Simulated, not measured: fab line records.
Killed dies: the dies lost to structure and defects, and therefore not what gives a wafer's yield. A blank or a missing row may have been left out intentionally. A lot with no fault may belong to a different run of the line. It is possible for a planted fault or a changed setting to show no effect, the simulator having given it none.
What tool caused it? / flow gf180mcu / 36 wafers from 12 lots sampled at 4 of the route's 602 steps

WHAT THE GAUGES READ, wafer by wafer
GF_PASSIVATION_THK_MEAS_03.
lot=L906; measured=day 28 06:27; on=film-metro-01; PASSIVATION_CVD_02_THK (nm)=690 703 697
lot=L907; measured=day 28 16:56; on=film-metro-03; PASSIVATION_CVD_02_THK (nm)=686 681 685
lot=L908; measured=day 28 22:31; on=film-metro-01; PASSIVATION_CVD_02_THK (nm)=700 699 712
lot=L910; measured=day 29 12:20; on=film-metro-04; PASSIVATION_CVD_02_THK (nm)=684 695 704
lot=L911; measured=day 29 19:57; on=film-metro-03; PASSIVATION_CVD_02_THK (nm)=703 690 700
lot=L912; measured=day 30 02:40; on=film-metro-03; PASSIVATION_CVD_02_THK (nm)=696 710 707
lot=L913; measured=day 30 16:59; on=film-metro-03; PASSIVATION_CVD_02_THK (nm)=694 705 700
lot=L914; measured=day 30 20:18; on=film-metro-03; PASSIVATION_CVD_02_THK (nm)=700 715 708
lot=L917; measured=day 31 16:32; on=film-metro-01; PASSIVATION_CVD_02_THK (nm)=700 708 711
lot=L918; measured=day 31 19:11; on=film-metro-04; PASSIVATION_CVD_02_THK (nm)=690 697 705
lot=L919; measured=day 32 01:29; on=film-metro-01; PASSIVATION_CVD_02_THK (nm)=684 690 711
lot=L921; measured=day 32 16:03; on=film-metro-01; PASSIVATION_CVD_02_THK (nm)=681 693 693

WHICH TOOL RAN EACH LOT (tool, then ch and the chambers of the sampled wafers, then the start)
lot=L906; GF_M4_STRIP_17=plasma-asher-02 ch 0,1, day 23 12:07; GF_TOP_METAL_SPUTTER_01=pvd-sputter-01, day 27 09:30; GF_TOP_METAL_SPUTTER_03=pvd-sputter-01, day 27 09:34
lot=L907; GF_M4_STRIP_17=plasma-asher-02 ch 0,1, day 24 02:15; GF_TOP_METAL_SPUTTER_01=pvd-sputter-01, day 27 20:26; GF_TOP_METAL_SPUTTER_03=pvd-sputter-01, day 27 20:31
lot=L908; GF_M4_STRIP_17=plasma-asher-02 ch 0,1, day 24 05:40; GF_TOP_METAL_SPUTTER_01=pvd-sputter-02, day 28 01:37; GF_TOP_METAL_SPUTTER_03=pvd-sputter-02, day 28 01:41
lot=L910; GF_M4_STRIP_17=plasma-asher-03 ch 0,1, day 24 23:33; GF_TOP_METAL_SPUTTER_01=pvd-sputter-02, day 28 16:13; GF_TOP_METAL_SPUTTER_03=pvd-sputter-02, day 28 16:17
lot=L911; GF_M4_STRIP_17=plasma-asher-02 ch 0,1, day 25 07:15; GF_TOP_METAL_SPUTTER_01=pvd-sputter-01, day 28 23:39; GF_TOP_METAL_SPUTTER_03=pvd-sputter-01, day 28 23:44
lot=L912; GF_M4_STRIP_17=plasma-asher-01 ch 0,1, day 25 14:36; GF_TOP_METAL_SPUTTER_01=pvd-sputter-04, day 29 06:26; GF_TOP_METAL_SPUTTER_03=pvd-sputter-04, day 29 06:30
lot=L913; GF_M4_STRIP_17=plasma-asher-01 ch 0,1, day 26 07:55; GF_TOP_METAL_SPUTTER_01=pvd-sputter-04, day 29 21:34; GF_TOP_METAL_SPUTTER_03=pvd-sputter-04, day 29 21:38
lot=L914; GF_M4_STRIP_17=plasma-asher-03 ch 0,1, day 26 11:52; GF_TOP_METAL_SPUTTER_01=pvd-sputter-01, day 30 00:53; GF_TOP_METAL_SPUTTER_03=pvd-sputter-01, day 30 00:58
lot=L917; GF_M4_STRIP_17=plasma-asher-02 ch 0,1, day 27 10:04; GF_TOP_METAL_SPUTTER_01=pvd-sputter-02, day 30 21:38; GF_TOP_METAL_SPUTTER_03=pvd-sputter-02, day 30 21:43
lot=L918; GF_M4_STRIP_17=plasma-asher-02 ch 0,1, day 27 12:45; GF_TOP_METAL_SPUTTER_01=pvd-sputter-04, day 31 00:22; GF_TOP_METAL_SPUTTER_03=pvd-sputter-04, day 31 00:26
lot=L919; GF_M4_STRIP_17=plasma-asher-02 ch 0,1, day 27 21:20; GF_TOP_METAL_SPUTTER_01=pvd-sputter-04, day 31 06:52; GF_TOP_METAL_SPUTTER_03=pvd-sputter-04, day 31 06:56
lot=L921; GF_M4_STRIP_17=plasma-asher-02 ch 0,1, day 28 13:28; GF_TOP_METAL_SPUTTER_01=pvd-sputter-01, day 31 21:56; GF_TOP_METAL_SPUTTER_03=pvd-sputter-01, day 31 22:01
- GF_M4_STRIP_17: strips in O2/N2.
- GF_TOP_METAL_SPUTTER_01: material TiN, target thk 30 nm, time 25 s.
- GF_TOP_METAL_SPUTTER_03: material Ti, target thk 5 nm, time 3.3 s.

AS READ BY THE TOOLS THEMSELVES (means over the sampled wafers that have a number; for cases with no such wafer, the mark the record gives instead)
GF_M4_STRIP_17.
lot=L906; tool=plasma-asher-02; drypump-motor-current-A (A)=6.01; heater-power-w (W)=353; oes-product-au (a.u.)=0.553; strip-time-to-endpoint-s (s)=7.82
lot=L907; tool=plasma-asher-02; drypump-motor-current-A (A)=5.91; heater-power-w (W)=341; oes-product-au (a.u.)=0.561; strip-time-to-endpoint-s (s)=7.94
lot=L908; tool=plasma-asher-02; drypump-motor-current-A (A)=5.90; heater-power-w (W)=341; oes-product-au (a.u.)=0.558; strip-time-to-endpoint-s (s)=7.89
lot=L910; tool=plasma-asher-03; drypump-motor-current-A (A)=5.66; heater-power-w (W)=332; oes-product-au (a.u.)=0.562; strip-time-to-endpoint-s (s)=7.89
lot=L911; tool=plasma-asher-02; drypump-motor-current-A (A)=5.90; heater-power-w (W)=345; oes-product-au (a.u.)=0.560; strip-time-to-endpoint-s (s)=7.93
lot=L912; tool=plasma-asher-01; drypump-motor-current-A (A)=5.86; heater-power-w (W)=333; oes-product-au (a.u.)=0.559; strip-time-to-endpoint-s (s)=7.91
lot=L913; tool=plasma-asher-01; drypump-motor-current-A (A)=5.88; heater-power-w (W)=332; oes-product-au (a.u.)=0.559; strip-time-to-endpoint-s (s)=7.80
lot=L914; tool=plasma-asher-03; drypump-motor-current-A (A)=5.78; heater-power-w (W)=343; oes-product-au (a.u.)=0.556; strip-time-to-endpoint-s (s)=7.89
lot=L917; tool=plasma-asher-02; drypump-motor-current-A (A)=6.01; heater-power-w (W)=352; oes-product-au (a.u.)=0.554; strip-time-to-endpoint-s (s)=7.83
lot=L918; tool=plasma-asher-02; drypump-motor-current-A (A)=6.02; heater-power-w (W)=355; oes-product-au (a.u.)=0.561; strip-time-to-endpoint-s (s)=7.90
lot=L919; tool=plasma-asher-02; drypump-motor-current-A (A)=6.02; heater-power-w (W)=355; oes-product-au (a.u.)=0.560; strip-time-to-endpoint-s (s)=7.93
lot=L921; tool=plasma-asher-02; drypump-motor-current-A (A)=6.01; heater-power-w (W)=346; oes-product-au (a.u.)=0.558; strip-time-to-endpoint-s (s)=7.87

GF_TOP_METAL_SPUTTER_01.
lot=L906; tool=pvd-sputter-01; chamber-pressure-pa (Pa)=0.4009; throttle-valve-pct (%)=29.5
lot=L907; tool=pvd-sputter-01; chamber-pressure-pa (Pa)=0.3996; throttle-valve-pct (%)=29.5
lot=L908; tool=pvd-sputter-02; chamber-pressure-pa (Pa)=0.3997; throttle-valve-pct (%)=31.3
lot=L910; tool=pvd-sputter-02; chamber-pressure-pa (Pa)=0.4001; throttle-valve-pct (%)=32.3
lot=L911; tool=pvd-sputter-01; chamber-pressure-pa (Pa)=0.4001; throttle-valve-pct (%)=30.0
lot=L912; tool=pvd-sputter-04; chamber-pressure-pa (Pa)=0.4002; throttle-valve-pct (%)=29.6
lot=L913; tool=pvd-sputter-04; chamber-pressure-pa (Pa)=0.3992; throttle-valve-pct (%)=29.8
lot=L914; tool=pvd-sputter-01; chamber-pressure-pa (Pa)=0.4002; throttle-valve-pct (%)=30.4
lot=L917; tool=pvd-sputter-02; chamber-pressure-pa (Pa)=0.3999; throttle-valve-pct (%)=31.7
lot=L918; tool=pvd-sputter-04; chamber-pressure-pa (Pa)=0.3997; throttle-valve-pct (%)=30.0
lot=L919; tool=pvd-sputter-04; chamber-pressure-pa (Pa)=0.3999; throttle-valve-pct (%)=29.6
lot=L921; tool=pvd-sputter-01; chamber-pressure-pa (Pa)=0.4006; throttle-valve-pct (%)=29.3

GF_TOP_METAL_SPUTTER_03.
lot=L906; tool=pvd-sputter-01; chamber-pressure-pa (Pa)=0.3001; throttle-valve-pct (%)=29.5
lot=L907; tool=pvd-sputter-01; chamber-pressure-pa (Pa)=0.3004; throttle-valve-pct (%)=29.2
lot=L908; tool=pvd-sputter-02; chamber-pressure-pa (Pa)=0.3005; throttle-valve-pct (%)=31.1
lot=L910; tool=pvd-sputter-02; chamber-pressure-pa (Pa)=0.3003; throttle-valve-pct (%)=32.4
lot=L911; tool=pvd-sputter-01; chamber-pressure-pa (Pa)=0.3007; throttle-valve-pct (%)=30.0
lot=L912; tool=pvd-sputter-04; chamber-pressure-pa (Pa)=0.2998; throttle-valve-pct (%)=29.7
lot=L913; tool=pvd-sputter-04; chamber-pressure-pa (Pa)=0.3002; throttle-valve-pct (%)=29.9
lot=L914; tool=pvd-sputter-01; chamber-pressure-pa (Pa)=0.2997; throttle-valve-pct (%)=30.4
lot=L917; tool=pvd-sputter-02; chamber-pressure-pa (Pa)=0.2999; throttle-valve-pct (%)=31.8
lot=L918; tool=pvd-sputter-04; chamber-pressure-pa (Pa)=0.2997; throttle-valve-pct (%)=29.9
lot=L919; tool=pvd-sputter-04; chamber-pressure-pa (Pa)=0.2996; throttle-valve-pct (%)=29.6
lot=L921; tool=pvd-sputter-01; chamber-pressure-pa (Pa)=0.3004; throttle-valve-pct (%)=29.4

THE ANSWER, worked out from the rows above alone
Rule: usual is defined by the lots themselves. The widest of any qualifying gaps counts: lots, ordered by their means at a reading, are off when they make up no more than a third of the lots, leave a main group of 4 or more, and stand apart from it by 3 or more times the standard deviation of that group's means. If all means in a main group match to the digits the tables above print for the reading, that group is not used. Also off: a lot with no number at a reading for which 4 or more lots have one. The other lots that the step has rows for count as sound. After the gauges, taken in route order, come the tools' own readings; for these a lot's mean is taken, as printed above. At the first step where some lot is off, the reading lying furthest off is the one used; lots without a number count as furthest.
None of the lots is off at any reading shown; this tells nothing.

WHAT HAD BEEN PUT IN BY THE SIMULATOR
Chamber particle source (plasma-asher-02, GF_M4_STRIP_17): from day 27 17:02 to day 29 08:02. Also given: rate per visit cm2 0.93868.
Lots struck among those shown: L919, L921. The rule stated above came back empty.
